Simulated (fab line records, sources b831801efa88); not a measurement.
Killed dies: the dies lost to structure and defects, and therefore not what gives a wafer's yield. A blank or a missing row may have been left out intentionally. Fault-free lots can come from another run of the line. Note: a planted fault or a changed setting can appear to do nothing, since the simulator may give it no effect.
Which tool did it? -- flow sky130 -- 13 lots with 39 wafers sampled at 3 steps, on a route of 708 steps

== WHAT THE GAUGES READ, wafer by wafer ==
SKY_METAL4_CD_MEAS_13: the cd target is 300 nm. Usual: cdNm 299.7 nm, standard deviation 1.4.
lot,measured,on,cdNm (nm),flag
L642,day 42 10:59,cdSem-02,298.7 299.2 299.7,
L643,day 42 16:51,cdSem-02,301.7 299.9 300.2,
L644,day 42 23:25,cdSem-01,298.1 296.8 298.2,
L645,day 43 04:03,cdSem-02,299.3 298.6 297.3,
L646,day 43 13:00,cdSem-01,301.2 302.2 300.3,
L652,day 45 16:00,cdSem-02,300.9 298.8 299.8,
L653,day 45 21:39,cdSem-01,298.6 297.7 297.4,
L655,day 45 23:16,cdSem-01,299.7 301.7 299.9,
L656,day 46 10:02,cdSem-01,300.9 301.3 301.7,
L658,day 46 17:25,cdSem-01,302.0 301.9 300.4,
L663,day 47 22:38,cdSem-02,298.2 299.2 300.1,
L664,day 48 00:21,cdSem-02,299.6 299.5 299.4,
L665,day 48 05:18,cdSem-01,298.4 298.1 297.9,

SKY_METAL4_OVL_MEAS_14. Usual: METAL4_OVL -3 nm, standard deviation 5.6.
lot,measured,on,METAL4_OVL (nm),flag
L642,day 42 11:06,overlay-02,-3 1 -7,
L643,day 42 16:58,overlay-02,-6 -2 -8,
L644,day 42 23:31,overlay-01,-2 -1 -2,
L645,day 43 04:10,overlay-01,-21 -14 -14,
L646,day 43 13:07,overlay-02,-5 -7 -2,
L652,day 45 16:07,overlay-02,-2 -7 7,
L653,day 45 21:46,overlay-02,-6 -10 1,
L655,day 45 23:20,overlay-02,-9 -6 -10,
L656,day 46 10:08,overlay-01,0 1 5,
L658,day 46 17:31,overlay-01,1 2 0,
L663,day 47 22:45,overlay-02,3 8 6,
L664,day 48 00:28,overlay-02,-11 1 -10,
L665,day 48 05:25,overlay-01,1 -3 -8,

== WHICH TOOL RAN EACH LOT (tool, then ch and the chambers of the sampled wafers, then the start) ==
lot,SKY_VIA3_CVD_21
L642,"cvdW-02 ch 0, day 40 08:43"
L643,"cvdW-02 ch 0,1, day 40 15:38"
L644,"cvdW-01 ch 0,1, day 40 22:28"
L645,"cvdW-01 ch 0,1, day 41 02:16"
L646,"cvdW-02 ch 0,1, day 41 12:37"
L652,"cvdW-01 ch 0,1, day 43 17:11"
L653,"cvdW-01 ch 0,1, day 43 23:29"
L655,"cvdW-02 ch 0,1, day 44 01:12"
L656,"cvdW-02 ch 0,1, day 44 12:12"
L658,"cvdW-02 ch 0,1, day 44 20:53"
L663,"cvdW-02 ch 0,1, day 46 04:35"
L664,"cvdW-02 ch 0,1, day 46 06:58"
L665,"cvdW-02 ch 0,1, day 46 11:34"
- SKY_VIA3_CVD_21: deposits W, target thk 390 nm, time 117.31 s.

== AS READ BY THE TOOLS THEMSELVES (means over the sampled wafers that have a number; for cases with no such wafer, the mark the record gives instead) ==
SKY_VIA3_CVD_21. Usual: heaterPowerW 814 W, standard deviation 78.
lot,tool,heaterPowerW (W),flag
L642,cvdW-02,790,
L643,cvdW-02,847,
L644,cvdW-01,736,
L645,cvdW-01,824,
L646,cvdW-02,836,
L652,cvdW-01,820,
L653,cvdW-01,822,
L655,cvdW-02,840,
L656,cvdW-02,829,
L658,cvdW-02,833,
L663,cvdW-02,846,
L664,cvdW-02,853,
L665,cvdW-02,812,

== THE ANSWER, worked out from the rows above alone ==
Rule: take the mean of a lot's wafers that have a number; if it is more than 3 standard deviations from the usual mean, the lot is off. Also off: a lot with no number at a reading for which 4 or more lots have one. All remaining lots with rows at the step are treated as sound. The gauges are gone through in route order, then the tools' own readings, and for those a lot's mean is taken as printed above. At the first step where some lot is off, the reading lying furthest off is the one used; lots without a number count as furthest.
No lot is off on any of the readings shown, so nothing can be concluded from this.

== WHAT WAS PUT IN BY THE SIMULATOR ==
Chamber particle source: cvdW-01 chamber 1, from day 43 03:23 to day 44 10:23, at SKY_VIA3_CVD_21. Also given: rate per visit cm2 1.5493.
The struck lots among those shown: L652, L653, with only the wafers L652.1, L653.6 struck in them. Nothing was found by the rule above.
